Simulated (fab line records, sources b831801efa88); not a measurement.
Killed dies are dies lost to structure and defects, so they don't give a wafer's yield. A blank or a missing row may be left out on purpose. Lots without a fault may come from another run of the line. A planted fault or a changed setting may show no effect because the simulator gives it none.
fab line records | flow sky130
record lots=5 wafers=15 last_day=50
route steps=708 shown VIA3@575 PAD_OPEN@708
lots that met no fault: from a run of the same line without faults
start_h: hours from the record's first day to the start of the lot's first wafer shown | wait_h: hours since the lot's step before | " the same as in the row above | L1.1+2: a row that stands for several wafers | - no value, or no start given | * or withheld: withheld | < > ~ a bound
route shown NAME@n: a module of which the file shows steps, and the number in the route of the first | usual: mean/standard deviation of fault-free wafers | same: alike in all rows | chamber/n: place in a boat | sites: the reading at each site | _std_site: their standard deviation | _edge_site: outer sites' mean less inner sites' | radius_mm: how far each site lies from the wafer's centre | mask NAME#n: copy n | behind: the tool/chamber that last shaped the wafer | hold: why the lot was held/for how many hours/how that ended | device: the transistor (n, p or np) that didn't switch | end of line: the same wafers' tests at the end of the route | a step without rows: its recipe alone | killed: dies lost to structure and defects at the first sort, not the wafer's yield | map: a wafer's dies, x killed, . not, _ none there
set.NAME: the setting as run; set.NAME@STEP: as run at that earlier step | model.NAME: the simulator's own value behind a step, which no gauge read
lots at some steps of the route; a table a step, a row a wafer
services: from which hour (start_h, from the record's first day; less than 0 if before it) a tool's chamber was out of use, for how many hours, and why
## steps
# step SKY_VIA3_CMP_02
# recipe material=SiO2 down_force_psi=4 platen_rpm=60 pad_velocity_m_s=0.94248
# usual motor_current_A=12.1/1.1
# columns lot.wafer tool chamber start_h wait_h motor_current_A
L526.2 cmp-02 1 871.09 0.1 10.5
L526.3 " 2 " " 14.5
L526.5 " 0 " " 12.5
L532.2 cmp-01 2 950.47 0.2 11.8
L532.6 " 3 " " 12.5
L532.5 " 0 " " 10.4
L539.4 cmp-02 0 1032.87 0.1 11.8
L539.1 " 1 " " 10.8
L539.5 " 3 " " 13.2
L544.1 cmp-02 0 1038.48 0.1 12.5
L544.4 " 2 " " 13.9
L544.6 " 0 " " 12.5
L546.2 cmp-02 1 1053.65 0.1 10.7
L546.3 " 2 " " 13.4
L546.5 " 0 " " 11.1
# step SKY_VIA3_BOW_MEAS_03
# recipe mode=bow
# usual VIA3_BOW=79/7.7
# columns lot.wafer tool chamber start_h wait_h VIA3_BOW[um]
L526.2 film_metro-03 - 871.31 0.2 87
L526.3 " - " " 70
L526.5 " - " " 79
L532.2 film_metro-03 - 950.64 0.1 83
L532.5 " - " " 81
L532.6 " - " " 69
L539.1 film_metro-02 - 1033.07 0.1 92
L539.4 " - " " 94
L539.5 " - " " 79
L544.1 film_metro-03 - 1038.73 0.2 88
L544.4 " - " " 82
L544.6 " - " " 65
L546.2 film_metro-03 - 1053.92 0.2 83
L546.3 " - " " 87
L546.5 " - " " 82
# step SKY_VIA3_DEHYDRATE_04
# recipe temp_c=200 time_s=60
# step SKY_VIA3_HMDS_05
# recipe prime_time_s=60 prime_temp_c=120
# step SKY_VIA3_COAT_06
# recipe resist=BARC temp_c=withheld time_s=withheld spin_rpm=3000 resist_thk_nm=60
# step SKY_VIA3_COAT_07
# recipe resist=KrF-thick spin_rpm=3000 resist_thk_nm=450
# step SKY_VIA3_SOFTBAKE_08
# recipe temp_c=100 time_s=90 resist=KrF-thick
# step SKY_VIA3_EXPOSE_09
# recipe mask_id=VIM3 na=0.8 source_shape=annular sigma_inner=0.55 sigma_outer=0.85 target_cd_nm=200 dose_mj=38
# step SKY_VIA3_PEB_10
# recipe peb_temp_c=withheld peb_time_s=withheld resist=KrF-thick
# step SKY_VIA3_DEVELOP_11
# recipe develop_time_s=60 resist=KrF-thick dev_temp_c=21
# step SKY_VIA3_CD_MEAS_12
# recipe target_cd_nm=200
# usual cd_nm=200.0/1.4
# columns lot.wafer tool chamber start_h wait_h cd_nm
L526.2 cd_sem-01 - 896.18 - 198.6
L526.3 " - " " 200.6
L526.5 " - " " 199.2
L532.2 cd_sem-02 - 974.64 - 199.7
L532.5 " - " " 200.2
L532.6 " - " " 200.0
L539.1 cd_sem-02 - 1054.40 - 199.0
L539.4 " - " " 198.5
L539.5 " - " " 199.9
L544.1 cd_sem-01 - 1061.57 - 200.4
L544.4 " - " " 201.2
L544.6 " - " " 200.2
L546.2 cd_sem-02 - 1074.99 - 198.7
L546.3 " - " " 198.8
L546.5 " - " " 199.8
# step SKY_VIA3_OVL_MEAS_13
# usual VIA3_OVL=-1/6.5
# columns lot.wafer tool chamber start_h wait_h VIA3_OVL[nm]
L526.2 overlay-01 - 896.29 0.1 7
L526.3 " - " " -5
L526.5 " - " " -3
L532.2 overlay-02 - 974.75 0.1 -15
L532.5 " - " " 0
L532.6 " - " " -6
L539.1 overlay-02 - 1054.52 0.1 -7
L539.4 " - " " -18
L539.5 " - " " -8
L544.1 overlay-01 - 1061.69 0.1 -10
L544.4 " - " " -6
L544.6 " - " " 2
L546.2 overlay-01 - 1075.10 0.1 -2
L546.3 " - " " 6
L546.5 " - " " -1
# step SKY_VIA3_ETCH_14
# recipe chemistry=N2/H2 target=BARC ion_energy_ev=200 source_w=500 bias_w=100 pressure_mtorr=30 n2_flow_sccm=100 h2_flow_sccm=200 stop_on=SiO2 time_s=45.9 target_depth_a=600
# usual drypump_motor_current_A=5.8/0.47 oes_product_au=0.855/0.0047 throttle_valve_pct=13.225/0.0091
# columns lot.wafer tool chamber start_h wait_h drypump_motor_current_A oes_product_au rf_hours_counter_h throttle_valve_pct model.KrF-thick_of_VIA3_COAT_07.thk_nm model.etch.depth_nm model.VIA3.cd_nm
L526.2 rie_diel-04 0 896.32 0.0 6.0 0.860 9 13.215 392.6 59.86 199
L526.3 " 1 " " 5.5 0.843 13 13.212 393.6 59.91 200.1
L526.5 " 0 " " 6.0 0.849 - 13.221 393.5 59.94 199.7
L532.2 rie_diel-01 3 974.78 0.0 6.5 0.857 14 13.232 394.8 59.96 199.9
L532.5 " 3 " " 6.5 0.856 - 13.210 393.1 60.04 200.1
L532.6 " 0 " " 5.4 0.858 - 13.231 395.3 60.08 200
L539.1 rie_diel-01 2 1054.56 0.0 6.2 0.857 14 13.205 392.2 59.67 198.5
L539.4 " 0 " " 5.4 0.810 7 13.227 404.1 54.83 196.3
L539.5 " 0 " " 5.4 0.851 - 13.219 390.5 59.81 200.3
L544.1 rie_diel-02 1 1061.72 0.0 6.2 0.849 22 13.235 392.9 59.84 200.1
L544.4 " 2 " " 5.6 0.855 3 13.229 393.8 59.9 201.9
L544.6 " 3 " " 5.9 0.852 - 13.222 391.9 59.98 199.8
L546.2 rie_diel-02 3 1075.13 0.0 5.9 0.851 19 13.218 392.1 59.88 198.9
L546.3 " 2 " " 5.6 0.857 4 13.219 393.5 59.96 199.4
L546.5 " 0 " " 5.1 0.861 - 13.235 393.2 59.98 199.9
# step SKY_VIA3_ETCH_15
# recipe target=SiO2 chemistry=C4F8/O2/Ar target_depth_nm=507 stop_on=TiN mask_material=KrF-thick source_w=1500 bias_w=1200 pressure_mtorr=40 c4f8_flow_sccm=withheld O2_flow_sccm=6 Ar_flow_sccm=300 time_s=78
# usual oes_product_au=0.946/0.005
# columns lot.wafer tool chamber start_h wait_h oes_product_au rf_hours_counter_h model.KrF-thick_of_VIA3_COAT_07.thk_nm
L526.2 rie_diel-04 0 896.36 0.0 0.947 9 290.3
L526.3 " 1 " " 0.944 13 291.6
L526.5 " 0 " " 0.946 - 291.6
L532.2 rie_diel-01 3 974.82 0.0 0.947 14 292.2
L532.5 " 3 " " 0.938 - 290.8
L532.6 " 0 " " 0.947 - 293.3
L539.1 rie_diel-01 2 1054.60 0.0 0.955 14 290.9
L539.4 " 0 " " 0.870 7 300.9
L539.5 " 0 " " 0.948 - 287.1
L544.1 rie_diel-02 1 1061.76 0.0 0.945 22 291.7
L544.4 " 2 " " 0.940 3 292.1
L544.6 " 3 " " 0.944 - 288.4
L546.2 rie_diel-02 3 1075.17 0.0 0.948 19 289.7
L546.3 " 2 " " 0.942 4 291.5
L546.5 " 0 " " 0.944 - 292.2
# step SKY_VIA3_STRIP_16
# recipe chemistry=O2/N2 power_w=1400 pressure_mtorr=1500 platen_temp_c=withheld o2_flow_sccm=3000 n2_flow_sccm=300 overash_fraction=0.5
# usual drypump_motor_current_A=5.8/0.48 oes_product_au=0.402/0.0045 strip_time_to_endpoint_s=4.128/0.017
# same overash_fraction=0.5
# columns lot.wafer tool chamber start_h wait_h drypump_motor_current_A oes_product_au rf_hours_counter_h strip_time_to_endpoint_s
L526.2 plasma_asher-02 1 896.42 0.0 6.3 0.398 107 4.122
L526.3 " 1 " " 6.3 0.399 - 4.129
L526.5 " 0 " " 6.4 0.401 - 4.130
L532.2 plasma_asher-04 0 974.88 0.0 6.3 0.401 53 4.141
L532.5 " 0 " " 6.3 0.400 - 4.123
L532.6 " 1 " " 5.1 0.405 - 4.145
L539.1 plasma_asher-01 1 1054.66 0.0 5.9 0.397 31 4.132
L539.4 " 1 " " 5.9 0.403 - 4.231
L539.5 " 0 " " 5.4 0.400 - 4.089
L544.1 plasma_asher-01 1 1061.82 0.0 5.9 0.402 32 4.138
L544.4 " 0 " " 5.4 0.407 - 4.132
L544.6 " 1 " " 5.9 0.400 - 4.099
L546.2 plasma_asher-01 0 1075.23 0.0 5.4 0.403 33 4.108
L546.3 " 0 " " 5.4 0.401 - 4.149
L546.5 " 0 " " 5.4 0.405 - 4.132
# step SKY_VIA3_STRIP_17
# recipe chemistry=post_etch_residue_remover time_s=1200 temp_c=72.5
# step SKY_PAD_OPEN_PROBE_99
# usual defect_limited_yield=82.5/1.8 killed_at_M0_to_M3=43/6.6 killed_at_M4_up=3.2/1.8 killed_at_contacts=24/5 killed_at_front_end=15/4.5 killed_at_other=0.2/0.46 killed_dies=86/8.8 killed_open=48/6.6 killed_short=38/6.1 sort_bin_3_pad_short=0.8/0.42 sort_bin_5_function=10.4/1.4 sort_bin_6_memory=6.3/1 sort_n_pass=406/8.8 sort_yield_pct=82.5/1.8
# same gross_dies=492 killed_at_back_side=0 sort_bin_4_leakage[%]=0 sort_bin_8_speed[%]=0
# columns lot.wafer tool chamber start_h wait_h hold defect_limited_yield[%] killed_at_M0_to_M3 killed_at_M4_up killed_at_contacts killed_at_front_end killed_at_other killed_dies killed_open killed_short sort_bin_3_pad_short[%] sort_bin_5_function[%] sort_bin_6_memory[%] sort_n_pass sort_yield_pct[%] model.etest.tester.sort_n_pass model.etest.tester.sort_bin_5_pct model.etest.tester.sort_yield_pct model.etest.via3_chain.rc_ohm
L526.2 prober-02 - 1050.78 0.1 - 79.3 46 3 33 20 0 102 53 49 1.4 12.4 6.9 390 79.3 390 12.4 79.27 9.78
L526.3 prober-02 - 1050.83 0.2 - 80.3 47 4 35 11 0 97 58 39 1.2 11.0 7.5 395 80.3 395 10.98 80.28 9.154
L526.5 prober-02 - 1050.93 0.2 - 78.7 60 2 23 19 1 105 49 56 0.6 11.8 8.9 387 78.7 387 11.79 78.66 9.654
L532.2 prober-02 - 1113.98 0.1 - 84.1 39 4 19 15 1 78 44 34 0.6 11.6 3.7 414 84.1 414 11.59 84.15 9.524
L532.5 prober-02 - 1114.13 0.2 - 81.5 37 5 28 21 0 91 48 43 0.6 11.0 6.9 401 81.5 401 10.98 81.5 9.713
L532.6 prober-02 - 1114.18 0.2 - 82.5 43 2 24 16 1 86 50 36 0.8 9.6 7.1 406 82.5 406 9.553 82.52 9.08
L539.1 prober-01 - 1178.48 0.1 await_dispo/3.7h/release 81.3 50 3 19 20 0 92 45 47 0.8 12.4 5.5 400 81.3 400 12.4 81.3 9.779
L539.4 prober-01 - 1178.63 0.2 await_dispo/3.7h/release 72.6 97 3 20 15 0 135 49 30 0 22.0 5.5 357 72.6 357 21.95 72.56 13.75
L539.5 prober-01 - 1178.68 0.2 await_dispo/3.7h/release 82.7 43 2 22 18 0 85 52 33 0.6 8.7 7.9 407 82.7 407 8.74 82.72 9.452
L544.1 prober-01 - 1185.81 0.1 - 81.7 53 3 22 11 1 90 55 35 1.4 11.8 5.1 402 81.7 402 11.79 81.71 9.842
L544.4 prober-01 - 1185.96 0.2 - 83.9 38 2 23 16 0 79 44 35 1.0 10.6 4.5 413 83.9 413 10.57 83.94 9.511
L544.6 prober-01 - 1186.06 0.2 - 80.5 55 0 26 15 0 96 60 36 1.4 10.6 7.5 396 80.5 396 10.57 80.49 9.577
L546.2 prober-01 - 1194.74 0.1 - 81.7 48 3 20 19 0 90 44 46 0.8 9.8 7.7 402 81.7 402 9.756 81.71 8.921
L546.3 prober-01 - 1194.79 0.2 - 81.3 43 4 21 24 0 92 52 40 1.4 11.0 6.3 400 81.3 400 10.98 81.3 9.325
L546.5 prober-01 - 1194.89 0.2 - 84.3 43 3 17 14 0 77 47 30 0.4 8.9 6.3 415 84.3 415 8.943 84.35 9.731
# killed by level:class
L526.2 CONTACT:geometric_particle:open=10 VIA1:geometric_particle:open=9 VIA3:geometric_particle:open=9 LOCAL_INTERCONNECT:geometric_particle:short=8 FIELD_ISO:geometric_particle:short=7 VIA2:geometric_particle:short=6 LI_CONTACT:geometric_particle:open=5 CONTACT:geometric_particle:short=5
L526.3 CONTACT:geometric_particle:open=16 VIA3:geometric_particle:open=9 METAL2:geometric_particle:short=7 LI_CONTACT:geometric_particle:open=7 VIA1:geometric_particle:open=7 METAL1:geometric_particle:short=6 VIA2:geometric_particle:open=6 FIELD_ISO:geometric_particle:open=4
L526.5 CONTACT:geometric_particle:open=13 VIA1:geometric_particle:open=11 METAL1:geometric_particle:short=11 FIELD_ISO:geometric_particle:short=9 VIA3:geometric_particle:open=9 VIA1:geometric_particle:short=9 CONTACT:geometric_particle:short=5 METAL2:geometric_particle:short=5
L532.2 VIA1:geometric_particle:open=12 CONTACT:geometric_particle:open=7 VIA3:geometric_particle:open=6 METAL1:geometric_particle:short=5 VIA1:geometric_particle:short=5 FIELD_ISO:geometric_particle:open=4 FIELD_ISO:geometric_particle:short=4 LI_CONTACT:geometric_particle:open=4
L532.5 VIA1:geometric_particle:open=10 LI_CONTACT:geometric_particle:open=9 VIA2:geometric_particle:open=8 METAL2:geometric_particle:short=7 LOCAL_INTERCONNECT:geometric_particle:short=6 CONTACT:geometric_particle:open=6 POLY_GATE:geometric_particle:short=5 FIELD_ISO:geometric_particle:open=4
L532.6 FIELD_ISO:geometric_particle:open=8 VIA1:geometric_particle:open=8 VIA2:geometric_particle:open=8 LI_CONTACT:geometric_particle:open=7 CONTACT:geometric_particle:open=7 VIA3:geometric_particle:open=6 VIA1:geometric_particle:short=6 CONTACT:geometric_particle:short=5
L539.1 LI_CONTACT:geometric_particle:open=9 FIELD_ISO:geometric_particle:short=7 METAL2:geometric_particle:short=7 VIA3:geometric_particle:open=7 VIA1:geometric_particle:open=6 FIELD_ISO:geometric_particle:open=5 METAL3:geometric_particle:short=5 CONTACT:geometric_particle:open=5
L539.4 VIA3:area_etch=56 VIA3:geometric_particle:open=9 VIA2:geometric_particle:open=7 CONTACT:geometric_particle:open=7 LI_CONTACT:geometric_particle:open=6 POLY_GATE:geometric_particle:open=4 POLY_GATE:geometric_particle:short=4 METAL1:geometric_particle:open=4
L539.5 VIA1:geometric_particle:open=12 VIA3:geometric_particle:open=10 POLY_GATE:geometric_particle:open=6 LI_CONTACT:geometric_particle:short=6 LI_CONTACT:geometric_particle:open=5 METAL1:geometric_particle:short=5 CONTACT:geometric_particle:open=5 CONTACT:geometric_particle:short=5
L544.1 VIA1:geometric_particle:open=14 CONTACT:geometric_particle:open=11 VIA2:geometric_particle:open=7 VIA3:geometric_particle:open=5 METAL1:geometric_particle:short=4 VIA3:geometric_particle:short=4 VIA1:geometric_particle:short=4 METAL2:geometric_particle:short=4
L544.4 VIA1:geometric_particle:open=12 CONTACT:geometric_particle:open=7 FIELD_ISO:geometric_particle:short=6 VIA2:geometric_particle:open=6 VIA3:geometric_particle:open=6 LOCAL_INTERCONNECT:geometric_particle:short=5 POLY_GATE:geometric_particle:short=4 LI_CONTACT:geometric_particle:open=4
L544.6 VIA1:geometric_particle:open=13 CONTACT:geometric_particle:open=12 VIA3:geometric_particle:open=12 VIA2:geometric_particle:open=11 CONTACT:geometric_particle:short=7 METAL1:geometric_particle:short=6 FIELD_ISO:geometric_particle:open=5 FIELD_ISO:geometric_particle:short=4
L546.2 VIA1:geometric_particle:open=9 CONTACT:geometric_particle:open=8 VIA2:geometric_particle:open=7 METAL1:geometric_particle:short=6 VIA3:geometric_particle:open=6 FIELD_ISO:geometric_particle:short=5 CONTACT:geometric_particle:short=5 VIA1:geometric_particle:short=5
L546.3 CONTACT:geometric_particle:open=12 VIA1:geometric_particle:short=9 VIA1:geometric_particle:open=9 FIELD_ISO:geometric_particle:open=7 VIA2:geometric_particle:open=7 FIELD_ISO:geometric_particle:short=6 VIA3:geometric_particle:open=5 METAL1:geometric_particle:short=5
L546.5 VIA1:geometric_particle:open=15 CONTACT:geometric_particle:open=7 METAL1:geometric_particle:short=5 VIA2:geometric_particle:open=5 METAL2:geometric_particle:short=4 VIA3:geometric_particle:open=4 VIA3:geometric_particle:short=4 POLY_GATE:geometric_particle:short=3
# map L539.4 (x killed, . not)
__________...x......_________
________.............._______
______xx..xx...xxx.x...._____
_____....xx.........xx...____
____.......x.xxxxxx.......___
___.x..x.xx..x..x.xx.x.....__
__..x......x.xx.xxx.x.x.x..x_
_......x...x.x.x.xxxxxx......
_.x.x........xx.x.x.xx....x..
_.xx......xx...xx.x..xx...x..
_x.x......xx.x......x...x....
_xx........x..xxxx.xx......x.
_..........x.x.x.x..xx.......
_.x.......x..x.....xx........
_...........xx...x...x..x...x
__..xx.x....x..xx.x..x.x..xx_
___...x...........xxxx.....__
____x.....x.xxx..xxxx..xx.___
_____..............x.....____
______.x.......x.x....x._____
________.............._______
__________.........._________
# map L532.5 (x killed, . not)
__________......xx.._________
________....x..xxx...._______
______..x..............._____
_____.........x...x..x...____
____.......x.x......x.....___
___..x.x.....xx..........x.__
__......x...x..x..x....x...._
_......x........x.........xxx
_..x...x......xx....x..x.x.x.
_....................x....x.x
_.......x...x....xx..x.......
_..xx.x.x..xx.....x..........
_..x...x.x.....x.x.....x....x
_x..........x.....xxx.x......
_.......x................xx..
__..x....xx.....x..x..x....._
___.x...............xx.....__
____.x.xx.x.........x.....___
_____......x.......x.....____
______.x....xx......x..._____
________..x..........._______
__________.....xx.x._________
## services
# columns tool chamber start_h hours kind
plasma_asher-01 - 874.03 6.4 pm
cmp-02 - 893.04 1.4 repair
cmp-02 - 902.98 0.9 repair
cmp-02 - 912.00 4.0 pm
cmp-02 - 916.00 - consumable_replace:conditioner
cmp-02 - 916.00 - consumable_replace:pad
cmp-02 - 916.54 2.3 repair
plasma_asher-04 - 916.72 0.7 repair
rie_diel-04 - 924.58 14.6 pm
rie_diel-04 1 942.26 2.4 repair
rie_diel-01 0 943.99 6.9 repair
rie_diel-02 2 950.12 - clean
cmp-01 - 957.95 0.8 repair
rie_diel-04 2 960.06 7.6 repair
rie_diel-01 - 971.53 2.8 pm
cmp-02 - 999.03 0.2 repair
cmp-01 - 1007.05 5.3 pm
rie_diel-02 - 1016.33 2.8 pm
cmp-02 - 1017.22 0.7 repair
plasma_asher-01 - 1022.95 4.7 repair
rie_diel-01 3 1032.83 9.1 repair
rie_diel-01 - 1034.31 6.4 repair
plasma_asher-01 - 1047.35 2.8 pm
plasma_asher-02 - 1055.25 9.0 pm
## key
first_sign step=SKY_VIA3_ETCH_14 reading=oes_product_au direction=down sigmas=9.6 usual=0.855 struck=0.810
effect step=SKY_VIA3_ETCH_15 reading=oes_product_au direction=down sigmas=15 usual=0.946 struck=0.870
effect step=SKY_VIA3_STRIP_16 reading=strip_time_to_endpoint_s direction=up sigmas=6 usual=* struck=*
effect step=SKY_PAD_OPEN_PROBE_99 reading=sort_bin_5_function direction=up sigmas=8.3 usual=10.4 struck=22.0
model_effect step=SKY_VIA3_ETCH_14 value=KrF-thick_of_VIA3_COAT_07.thk_nm without=391.1 struck=404.1
model_effect step=SKY_VIA3_ETCH_15 value=KrF-thick_of_VIA3_COAT_07.thk_nm without=287.9 struck=300.9
model_effect step=SKY_PAD_OPEN_PROBE_99 value=etest.tester.sort_n_pass without=413 struck=357
more_kills_born_at SKY_VIA3_ETCH_14@rie_diel-01=56
met_at SKY_VIA3_ETCH_14
struck_wafers L539.4
onset_between 974.78 1054.56
fault kind=process_parameter_drift tool=rie_diel-01 chamber=- onset_h=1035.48 steps=SKY_VIA3_ETCH_14 channel=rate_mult offset=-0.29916 shape=step end_h=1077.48 scope=struck_wafers_only
